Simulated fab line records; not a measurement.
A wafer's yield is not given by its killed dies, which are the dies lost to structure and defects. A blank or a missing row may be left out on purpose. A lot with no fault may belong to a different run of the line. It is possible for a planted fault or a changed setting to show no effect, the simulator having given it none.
A lot that was struck, set against a sound lot :: flow gf180mcu :: 29 steps out of a route of 602
Sound: the wafers L470.1, L470.4, L470.6. The struck wafers were L469.1, L469.2, L469.6. At the end, the cause is stated.
Per side, at each step with rows, come the tool, then ch with its chambers, and then its first start. Under that, the readings that differ: sound wafers :: struck wafers :: difference of the means :: sigmas: that difference in standard deviations of wafers without a fault.
alike: words and numbers the same on both sides, and readings whose means are apart by under 2 such deviations; not compared: readings that were withheld, readings missing a value for some wafer, numbers with overlapping values and no deviation given by the record, and bounds like >300 which may hide the same value.
A row with sigmas, a row that says differs or no value, or rows on one side alone: a step with any of these is where the two part. Numbers that don't overlap but have no deviation are shown without sigmas and don't part them. A reading that every wafer of one side lacks parts them only if that side has two wafers or more.

first, 3 steps without rows for these wafers: GF_M5_EXPOSE_04 (exposes mask Metal5, target cd 280 nm); GF_M5_PEB_05 (peb time 90 s); GF_M5_DEVELOP_06 (develop time 60 s).
GF_M5_CD_MEAS_07: target cd 280 nm.
  sound on cd_sem-01, day 30 12:05; struck on cd_sem-02, day 29 18:25
  alike: cd_nm
GF_M5_OVL_MEAS_08:
  sound on overlay-02, day 30 12:12; struck on overlay-01, day 29 18:32
  alike: M5_OVL
then, 1 step without rows for these wafers: GF_M5_ETCH_09 (etches Si3N4 in CF4/O2, target depth 52 nm, time 11.6 s).
GF_M5_METAL_ETCH_10: etches the open film in Cl2/BCl3, stops on SiO2, target depth 627.5 nm, time 101.5 s.
  sound on rie_metal-04 ch 0,1, day 30 12:16; struck on rie_metal-02 ch 0,1, day 29 18:36
  alike: drypump_motor_current_A, oes_product_au, throttle_valve_pct
  not compared: rf_hours_counter_h
GF_M5_STRIP_11: strips in O2/N2.
  sound on plasma_asher-04 ch 0,1, day 30 12:22; struck on plasma_asher-01 ch 0,1, day 29 18:43
  alike: drypump_motor_current_A, heater_power_w, oes_product_au, strip_time_to_endpoint_s
  not compared: rf_hours_counter_h
then, 3 steps without rows for these wafers: GF_M5_STRIP_12 (strips in post etch residue remover, time 1200 s); GF_M5_CLEAN_13 (cleans in DIW); GF_V5_CVD_00 (deposits SiO2, target thk 300 nm, time 50 s).
GF_V5_THK_MEAS_01:
  sound on film_metro-03, day 30 12:57; struck on film_metro-02, day 29 19:38
  alike: V5_CVD_00_THK
GF_V5_CVD_02: deposits SiO2 from TEOS, target thk 1450 nm, time 163.28 s.
  sound on pecvd-01 ch 0,2, day 30 13:01; struck on pecvd-02 ch 0,2, day 29 19:41
  no value came back on the struck wafers for heater_power_outer_w (W), heater_power_w (W); on the sound wafers heater_power_outer_w (W) reads 351 332 254
GF_V5_CMP_04: polishes SiO2.
  sound on cmp-01 ch 0,1,2, day 30 13:10; struck on cmp-02 ch 2,3, day 29 19:55
  alike: motor_current_A, platen_rpm
GF_V5_BOW_MEAS_05:
  sound on film_metro-02, day 30 13:28; struck on film_metro-03, day 29 20:13
  alike: V5_BOW
then, 8 steps without rows for these wafers: GF_V5_DEHYDRATE_06 (time 60 s); GF_V5_HMDS_07 (prime time 60 s); GF_V5_COAT_08; GF_V5_COAT_09 (resist thk 1000 nm); GF_V5_SOFTBAKE_10 (time 60 s); GF_V5_EXPOSE_11 (exposes mask Via5, target cd 260 nm); GF_V5_PEB_12 (peb time 90 s); GF_V5_DEVELOP_13 (develop time 60 s).
GF_V5_CD_MEAS_14: target cd 260 nm.
  sound on cd_sem-01, day 31 06:38; struck on cd_sem-01, day 30 14:26
reading: cd_nm (nm)
sound: 262.3 260.5 261.8
struck: 258.3 258.9 258.9
difference: -2.8
sigmas: -2
GF_V5_OVL_MEAS_15:
  sound on overlay-01, day 31 06:45; struck on overlay-02, day 30 14:33
  alike: V5_OVL
GF_V5_ETCH_16: etches BARC in N2/H2.
  sound on rie_diel-04 ch 1,3, day 31 06:47; struck on rie_diel-03 ch 0,1,2, day 30 14:35
  alike: drypump_motor_current_A, oes_product_au, throttle_valve_pct
GF_V5_ETCH_17: etches SiO2 in C4F8/O2/Ar, stops on TiN, target depth 855 nm.
  sound: rie_diel-04 ch 1,3; struck: rie_diel-03 ch 0,1,2
reading: oes_product_au (a.u.)
sound: 0.855 0.867 0.853
struck: 0.544 0.549 0.547
difference: -0.312
sigmas: -68

reading: model.etch.depth_nm (nm)
sound: 855.1 853.9 853.1
struck: 300.2 302.5 303.6
difference: -551.9
sigmas: 

reading: model.V5.feature_depth_nm (nm)
sound: 855.1 853.9 853.1
struck: 300.2 302.5 303.6
difference: -551.9
sigmas: 
GF_V5_STRIP_18: strips in O2/N2.
  sound on plasma_asher-04 ch 1, day 31 06:56; struck on plasma_asher-04 ch 0,1, day 30 14:44
  alike: drypump_motor_current_A, heater_power_w, oes_product_au
  not compared: rf_hours_counter_h
GF_PASSIVATION_PROBE_99:
  the record has rows for the sound wafers here (prober-01, day 32 20:23) and none for the struck ones

WHERE THEY PART
Last at GF_PASSIVATION_PROBE_99 as far as this record goes, first at GF_V5_CVD_02.

WHY: what the simulator had put in
At GF_V5_CVD_02, the step was skipped entirely on pecvd-02 from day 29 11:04 on. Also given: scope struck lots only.
